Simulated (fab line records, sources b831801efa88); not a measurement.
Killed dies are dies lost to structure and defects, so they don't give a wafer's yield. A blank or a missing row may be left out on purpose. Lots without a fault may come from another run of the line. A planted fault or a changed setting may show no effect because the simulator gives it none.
Which tool did it? | flow sky130 | 24 lots, 72 wafers sampled, at 5 steps of a route of 708

WHAT THE GAUGES READ, wafer by wafer
SKY_VIA1_CD_MEAS_12: target cd 150 nm. Usual: cd_nm 150.3 nm, standard deviation 1.7.
lot  | measured     | on        | cd_nm (nm)        | flag
L075 | day 34 14:50 | cd_sem-01 | 152.4 151.1 152.2 |
L074 | day 34 18:17 | cd_sem-01 | 149.2 149.6 149.3 |
L076 | day 35 04:17 | cd_sem-02 | 148.9 149.7 148.2 |
L077 | day 35 08:22 | cd_sem-01 | 150.3 149.8 149.0 |
L078 | day 35 16:43 | cd_sem-02 | 151.8 151.2 149.9 |
L079 | day 35 19:41 | cd_sem-02 | 151.6 152.6 151.5 |
L080 | day 36 06:50 | cd_sem-01 | 150.1 151.2 148.4 |
L081 | day 36 08:56 | cd_sem-01 | 151.3 152.2 153.1 |
L082 | day 36 17:14 | cd_sem-01 | 146.4 146.9 146.1 |
L083 | day 36 23:17 | cd_sem-02 | 153.2 151.7 153.6 |
L084 | day 37 06:10 | cd_sem-01 | 150.8 150.6 150.3 |
L085 | day 37 15:59 | cd_sem-02 | 150.4 150.5 149.3 |
L086 | day 37 21:43 | cd_sem-02 | 148.2 147.7 148.6 |
L087 | day 38 04:40 | cd_sem-01 | 150.0 150.1 149.9 |
L088 | day 38 16:18 | cd_sem-02 | 150.1 151.3 150.2 |
L089 | day 38 19:35 | cd_sem-02 | 148.3 147.3 147.9 |
L090 | day 39 10:07 | cd_sem-01 | 153.3 151.4 152.8 |
L091 | day 39 14:28 | cd_sem-02 | 150.5 151.0 150.1 |
L093 | day 39 17:35 | cd_sem-02 | 151.4 152.3 150.5 |
L092 | day 39 20:37 | cd_sem-02 | 149.1 146.4 148.8 |
L094 | day 40 01:43 | cd_sem-01 | 150.7 151.9 150.4 |
L095 | day 40 17:37 | cd_sem-01 | 150.1 150.7 150.6 |
L096 | day 41 01:47 | cd_sem-02 | 149.6 151.4 151.2 |
L097 | day 41 11:22 | cd_sem-01 | 152.0 151.5 150.6 |

SKY_VIA1_OVL_MEAS_13. Usual: VIA1_OVL 1 nm, standard deviation 5.7.
lot  | measured     | on         | VIA1_OVL (nm) | flag
L075 | day 34 14:55 | overlay-01 | 2 -7 -11      |
L074 | day 34 18:24 | overlay-01 | 3 1 1         |
L076 | day 35 04:24 | overlay-02 | -4 12 9       |
L077 | day 35 08:29 | overlay-01 | -1 -4 -2      |
L078 | day 35 16:50 | overlay-02 | -8 -2 -10     |
L079 | day 35 19:48 | overlay-01 | 6 7 11        |
L080 | day 36 06:57 | overlay-02 | -1 -13 1      |
L081 | day 36 09:01 | overlay-01 | 0 -10 5       |
L082 | day 36 17:19 | overlay-01 | 4 5 6         |
L083 | day 36 23:24 | overlay-02 | -3 8 4        |
L084 | day 37 06:15 | overlay-01 | 3 3 -6        |
L085 | day 37 16:07 | overlay-02 | -8 -8 -1      |
L086 | day 37 21:50 | overlay-02 | 1 6 0         |
L087 | day 38 04:45 | overlay-02 | 4 8 6         |
L088 | day 38 16:25 | overlay-02 | -8 0 -3       |
L089 | day 38 19:40 | overlay-02 | 6 -4 2        |
L090 | day 39 10:14 | overlay-02 | 4 7 6         |
L091 | day 39 14:35 | overlay-01 | 1 -2 0        |
L093 | day 39 17:42 | overlay-02 | 4 2 7         |
L092 | day 39 20:44 | overlay-01 | -7 3 2        |
L094 | day 40 01:50 | overlay-02 | 1 -11 2       |
L095 | day 40 17:44 | overlay-02 | 3 1 5         |
L096 | day 41 01:54 | overlay-02 | 5 14 15       |
L097 | day 41 11:28 | overlay-01 | 6 -2 2        |

SKY_VIA2_OVL_MEAS_13. Usual: VIA2_OVL -1 nm, standard deviation 5.5.
lot  | measured     | on         | VIA2_OVL (nm) | flag
L075 | day 36 21:40 | overlay-02 | 4 -5 -2       |
L074 | day 37 02:12 | overlay-01 | 9 6 8         |
L076 | day 37 11:50 | overlay-02 | -5 -8 -4      |
L077 | day 37 16:20 | overlay-01 | 2 -6 -1       |
L078 | day 37 23:38 | overlay-01 | 4 4 5         |
L079 | day 38 01:32 | overlay-02 | -7 -4 -10     |
L080 | day 38 13:38 | overlay-01 | -7 4 -4       |
L081 | day 38 15:52 | overlay-01 | -3 1 0        |
L082 | day 38 23:58 | overlay-02 | -4 -23 -15    |
L083 | day 39 05:18 | overlay-01 | -6 -6 -6      |
L084 | day 39 11:24 | overlay-02 | -1 2 -1       |
L085 | day 39 21:50 | overlay-02 | -6 1 -2       |
L086 | day 40 03:15 | overlay-02 | -1 -5 -5      |
L087 | day 40 09:51 | overlay-02 | -2 -6 3       |
L088 | day 40 21:29 | overlay-01 | 4 -2 0        |
L089 | day 41 00:58 | overlay-01 | 4 1 3         |
L090 | day 41 13:45 | overlay-01 | 6 6 0         |
L091 | day 41 17:51 | overlay-01 | 9 3 5         |
L093 | day 41 22:02 | overlay-01 | -9 -5 -7      |
L092 | day 42 00:21 | overlay-01 | -9 -2 7       |
L094 | day 42 05:23 | overlay-01 | -9 -2 -5      |
L095 | day 42 19:57 | overlay-01 | 1 -3 6        |
L096 | day 43 04:20 | overlay-01 | -10 -12 -2    |
L097 | day 43 13:37 | overlay-01 | 4 -5 -2       |

WHICH TOOL RAN EACH LOT (tool, then ch and the chambers of the sampled wafers, then the start)
lot  | SKY_CONTACT_CMP_04            | SKY_METAL2_DESCUM_17
L075 | cmp-01 ch 0,1,2, day 31 03:17 | rie_metal-04 ch 0,1, day 35 19:05
L074 | cmp-02 ch 1,2,3, day 31 05:52 | rie_metal-04 ch 0,1, day 35 22:41
L076 | cmp-01 ch 0,1,2, day 31 15:46 | rie_metal-04 ch 0,1, day 36 08:41
L077 | cmp-01 ch 0,2,3, day 31 20:01 | rie_metal-01 ch 0,1, day 36 12:53
L078 | cmp-01 ch 1,2,3, day 32 05:05 | rie_metal-04 ch 0,1, day 36 20:26
L079 | cmp-01 ch 1,3, day 32 08:31   | rie_metal-01 ch 0,1, day 36 22:47
L080 | cmp-01 ch 0,2,3, day 32 19:16 | rie_metal-04 ch 0,1, day 37 10:49
L081 | cmp-02 ch 2,3, day 32 21:33   | rie_metal-04 ch 0,1, day 37 12:35
L082 | cmp-02 ch 2,3, day 33 06:45   | rie_metal-04 ch 0,1, day 37 20:44
L083 | cmp-02 ch 0,2,3, day 33 13:40 | rie_metal-04 ch 0,1, day 38 03:14
L084 | cmp-02 ch 0,1, day 33 19:31   | rie_metal-03 ch 0,1, day 38 09:11
L085 | cmp-01 ch 0,2,3, day 34 05:44 | rie_metal-01 ch 0,1, day 38 19:35
L086 | cmp-02 ch 2,3, day 34 11:47   | rie_metal-01 ch 0,1, day 39 00:20
L087 | cmp-02 ch 1,2,3, day 34 18:19 | rie_metal-04 ch 0,1, day 39 07:53
L088 | cmp-01 ch 0,2, day 35 07:27   | rie_metal-01 ch 0,1, day 39 18:55
L089 | cmp-02 ch 0,2,3, day 35 09:57 | rie_metal-03 ch 1, day 39 22:37
L090 | cmp-02 ch 0,1,3, day 36 02:34 | rie_metal-01 ch 0,1, day 40 12:08
L091 | cmp-01 ch 0,1,3, day 36 07:07 | rie_metal-03 ch 0,1, day 40 16:37
L093 | cmp-02 ch 0,1,2, day 36 09:19 | rie_metal-01 ch 1, day 40 20:16
L092 | cmp-02 ch 0,1,2, day 36 12:23 | rie_metal-04 ch 0,1, day 40 22:44
L094 | cmp-01 ch 0,1,3, day 36 18:49 | rie_metal-04 ch 0,1, day 41 04:08
L095 | cmp-01 ch 0,1,2, day 37 11:12 | rie_metal-04 ch 0, day 41 19:26
L096 | cmp-02 ch 0,1,3, day 37 18:33 | rie_metal-03 ch 0,1, day 42 03:41
L097 | cmp-01 ch 2,3, day 38 05:46   | rie_metal-01 ch 0,1, day 42 12:59
- SKY_CONTACT_CMP_04: polishes SiO2.
- SKY_METAL2_DESCUM_17: chemistry O2, time 8 s.

WHAT THE TOOLS THEMSELVES READ (means of the sampled wafers that have a number; where no wafer has one, the mark that the record gives instead)
SKY_CONTACT_CMP_04. Usual: motor_current_A 12.3 A, standard deviation 1.1; time_to_endpoint_s 83 s, standard deviation 3.2.
lot  | tool   | motor_current_A (A) | time_to_endpoint_s (s) | flag
L075 | cmp-01 | 12.1                | 89                     |
L074 | cmp-02 | 13.3                | 81                     |
L076 | cmp-01 | 11.7                | 84                     |
L077 | cmp-01 | 12.1                | 81                     |
L078 | cmp-01 | 12.3                | 85                     |
L079 | cmp-01 | 12.4                | 83                     |
L080 | cmp-01 | 12.1                | 82                     |
L081 | cmp-02 | 12.9                | 81                     |
L082 | cmp-02 | 12.8                | 82                     |
L083 | cmp-02 | 12.0                | 85                     |
L084 | cmp-02 | 11.7                | 82                     |
L085 | cmp-01 | 11.8                | 85                     |
L086 | cmp-02 | 12.6                | 81                     |
L087 | cmp-02 | 13.2                | 81                     |
L088 | cmp-01 | 11.8                | 80                     |
L089 | cmp-02 | 12.2                | 82                     |
L090 | cmp-02 | 12.3                | 87                     |
L091 | cmp-01 | 12.3                | 84                     |
L093 | cmp-02 | 12.7                | 82                     |
L092 | cmp-02 | 13.0                | 81                     |
L094 | cmp-01 | 12.2                | 79                     |
L095 | cmp-01 | 12.0                | 85                     |
L096 | cmp-02 | 12.3                | 80                     |
L097 | cmp-01 | 12.2                | 88                     |

SKY_METAL2_DESCUM_17. Usual: drypump_motor_current_A 5.7 A, standard deviation 0.42; oes_product_au 0.996 a.u., standard deviation 0.0087.
lot  | tool         | drypump_motor_current_A (A) | oes_product_au (a.u.) | flag
L075 | rie_metal-04 | 5.6                         | 0.996                 |
L074 | rie_metal-04 | 5.6                         | 0.992                 |
L076 | rie_metal-04 | 6.0                         | 1.005                 |
L077 | rie_metal-01 | 5.5                         | 0.998                 |
L078 | rie_metal-04 | 5.6                         | 1.002                 |
L079 | rie_metal-01 | 5.6                         | 0.995                 |
L080 | rie_metal-04 | 6.0                         | 1.000                 |
L081 | rie_metal-04 | 6.0                         | 1.005                 |
L082 | rie_metal-04 | 5.7                         | 0.993                 |
L083 | rie_metal-04 | 6.0                         | 1.002                 |
L084 | rie_metal-03 | 5.6                         | 0.992                 |
L085 | rie_metal-01 | 5.4                         | 0.993                 |
L086 | rie_metal-01 | 5.4                         | 0.998                 |
L087 | rie_metal-04 | 5.7                         | 0.996                 |
L088 | rie_metal-01 | 5.4                         | 0.992                 |
L089 | rie_metal-03 | 5.7                         | 0.999                 |
L090 | rie_metal-01 | 5.4                         | 0.999                 |
L091 | rie_metal-03 | 5.6                         | 0.994                 |
L093 | rie_metal-01 | 5.7                         | 0.981                 |
L092 | rie_metal-04 | 6.0                         | 1.006                 |
L094 | rie_metal-04 | 5.7                         | 1.000                 |
L095 | rie_metal-04 | 6.4                         | 1.003                 |
L096 | rie_metal-03 | 5.6                         | 0.989                 |
L097 | rie_metal-01 | 5.6                         | 0.990                 |

THE ANSWER, worked out from the rows above alone
Rule: a lot is off if the mean of its wafers that have a number lies more than 3 standard deviations from the usual mean. A lot without any number at a reading at which 4 lots or more have one is off too. The other lots that the step has rows for count as sound. The gauges are gone through in route order, then the tools' own readings, and for those a lot's mean is taken as printed above. The first step at which some lot is off is used, and at that step the reading that is off furthest; a lot without a number counts as furthest.
No lot is off at any reading shown: from this, nothing can be told.

WHAT THE SIMULATOR HAD PUT IN
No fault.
